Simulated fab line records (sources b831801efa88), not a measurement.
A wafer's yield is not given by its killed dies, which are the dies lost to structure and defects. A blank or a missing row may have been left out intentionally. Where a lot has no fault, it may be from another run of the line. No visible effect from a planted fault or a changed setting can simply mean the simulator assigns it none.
Which tool was responsible? + flow sky130 + 21 wafers from 7 lots sampled at 4 of the route's 708 steps

== WHAT EACH GAUGE READ, for each wafer ==
SKY_METAL5_RS_MEAS_05: uses a four-point probe to measure.
| lot  | measured     | on            | METAL5_ALCU_RS (ohm/sq) |
|------|--------------|---------------|-------------------------|
| L860 | day 42 12:34 | film_metro-03 | 0.0271 0.0271 0.0271    |
| L867 | day 45 17:25 | film_metro-03 | 0.0273 0.0270 0.0274    |
| L869 | day 45 22:00 | film_metro-01 | 0.0212 0.0216 0.0216    |
| L871 | day 46 16:26 | film_metro-03 | 0.0269 0.0270 0.0271    |
| L874 | day 47 13:55 | film_metro-04 | 0.0272 0.0276 0.0275    |
| L879 | day 48 04:03 | film_metro-01 | 0.0271 0.0267 0.0268    |
| L882 | day 48 20:04 | film_metro-01 | 0.0268 0.0268 0.0268    |

== WHICH TOOL RAN EACH LOT (tool, then ch and the chambers of the sampled wafers, then the start) ==
| lot  | SKY_VIA2_ETCH_15                   | SKY_METAL3_SPUTTER_03        | SKY_METAL5_SPUTTER_02        |
|------|------------------------------------|------------------------------|------------------------------|
| L860 | rie_diel-02 ch 0,1,2, day 35 22:39 | pvd_sputter-02, day 36 00:06 | pvd_sputter-03, day 42 12:26 |
| L867 | rie_diel-04 ch 0,2,3, day 39 11:23 | pvd_sputter-01, day 39 12:56 | pvd_sputter-02, day 45 17:17 |
| L869 | rie_diel-03 ch 1,2, day 39 16:00   | pvd_sputter-01, day 39 17:41 | pvd_sputter-03, day 45 21:53 |
| L871 | rie_diel-03 ch 1,2,3, day 40 20:23 | pvd_sputter-01, day 40 21:48 | pvd_sputter-01, day 46 16:20 |
| L874 | rie_diel-02 ch 0,2,3, day 41 17:32 | pvd_sputter-04, day 41 18:57 | pvd_sputter-01, day 47 13:48 |
| L879 | rie_diel-02 ch 0,1,3, day 42 11:46 | pvd_sputter-04, day 42 13:10 | pvd_sputter-02, day 48 03:56 |
| L882 | rie_diel-02 ch 0,1,3, day 43 04:49 | pvd_sputter-01, day 43 06:26 | pvd_sputter-01, day 48 19:56 |
- SKY_VIA2_ETCH_15: etches SiO2 in C4F8/O2/Ar, stops on TiN, target depth 546 nm, time 84 s.
- SKY_METAL3_SPUTTER_03: material Ti, target thk 5 nm, time 3.3 s.
- SKY_METAL5_SPUTTER_02: material AlCu, target thk 1150 nm, time 61.2 s.

== THE ANSWER, worked out from the rows above alone ==
Rule: the lots themselves supply what counts as usual. Put in order of their means at a reading, lots are off if they are a third of the lots or fewer, leave a main group of 4 or more, and stand apart from it by a gap of 3 or more times the standard deviation of the main group's means; of several such gaps the widest counts. The tables above print the reading to a certain number of digits; a main group whose means all agree to those digits is not used. A lot without any number at a reading at which 4 lots or more have one is off too. The other lots that the step has rows for count as sound.
Off: L869, seen at SKY_METAL5_RS_MEAS_05 (METAL5_ALCU_RS). For the main group the mean is 0.0271 ohm/sq and the standard deviation 0.00022.
If a tool, at a process step before that reading, ran all the lots that are off and no sound lot after the first of them, it fits. The gauges at SKY_METAL5_RS_MEAS_05 are tried like those tools. One fits: pvd_sputter-03 at SKY_METAL5_SPUTTER_02. Its last sound lot is L860 (day 42 12:26), its first lot that is off L869 (day 45 21:53): a fault that began between those two fits.

== WHAT THE SIMULATOR HAD INSERTED ==
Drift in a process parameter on pvd_sputter-03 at SKY_METAL5_SPUTTER_02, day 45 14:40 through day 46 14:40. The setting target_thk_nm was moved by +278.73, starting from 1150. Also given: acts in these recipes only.
Struck lots among those shown: L869. The rule above found the same.
